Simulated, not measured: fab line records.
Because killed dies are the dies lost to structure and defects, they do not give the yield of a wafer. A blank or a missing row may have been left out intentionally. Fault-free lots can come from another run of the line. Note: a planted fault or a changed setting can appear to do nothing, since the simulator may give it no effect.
Matching of chambers | flow sky130 | 4 sister chambers for SKY_VIA4_ETCH_12 on rieDiel-03
The step etches SiO2 in C4F8/O2/Ar, stops on TiN, target depth 580 nm. 8 wafers are shown with their chamber, then 11 later ones without.

WAFERS WITH THEIR CHAMBER
wafer  | chamber | oesProductAu (a.u.)
L080.6 | 0       | 0.929
L081.3 | 2       | 0.926
L083.3 | 1       | 0.932
L083.6 | 3       | 0.925
L089.1 | 3       | 0.926
L089.2 | 1       | 0.922
L089.5 | 0       | 0.931
L091.1 | 2       | 0.934

WAFERS MISSING THEIR CHAMBER
wafer  | oesProductAu (a.u.)
L091.2 | 0.929
L091.3 | 0.926
L091.4 | 0.924
L091.5 | 0.926
L091.6 | 0.929
L093.3 | 0.923
L093.5 | 0.934
L093.6 | 0.934
L096.3 | 0.927
L096.4 | 0.931
L096.5 | 0.924

THE CHAMBER EACH PASSED THROUGH
wafer  | from the rows above               | in truth
L091.2 | can't be placed: 0 or 2 or 1 or 3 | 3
L091.3 | can't be placed: 3 or 1 or 0 or 2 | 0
L091.4 | can't be placed: 3 or 1 or 0 or 2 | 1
L091.5 | can't be placed: 3 or 1 or 0 or 2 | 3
L091.6 | can't be placed: 0 or 2 or 1 or 3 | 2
L093.3 | can't be placed: 3 or 1 or 0 or 2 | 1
L093.5 | can't be placed: 0 or 2 or 1 or 3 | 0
L093.6 | can't be placed: 0 or 2 or 1 or 3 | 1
L096.3 | can't be placed: 1 or 3 or 0 or 2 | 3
L096.4 | can't be placed: 0 or 2 or 1 or 3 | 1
L096.5 | can't be placed: 3 or 1 or 0 or 2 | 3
Correctly placed: 0 of 11. These rows do not allow placing 11 (true chamber among the candidates in 11). 0 placed wrongly.
How it was worked out, from the rows above alone: a wafer's distance from a chamber is the root of the sum, over the readings, of the square of ((its reading less the chamber's mean) divided by the reading's scatter). If the next closest chamber is less than 2 further off than the closest, the wafer can't be placed; otherwise it belongs to the closest. Each chamber's mean is taken over the wafers shown for it. The scatter is the square root of a quotient: the sum, over the shown wafers, of each reading's squared deviation from its chamber's mean, divided by wafers minus chambers.
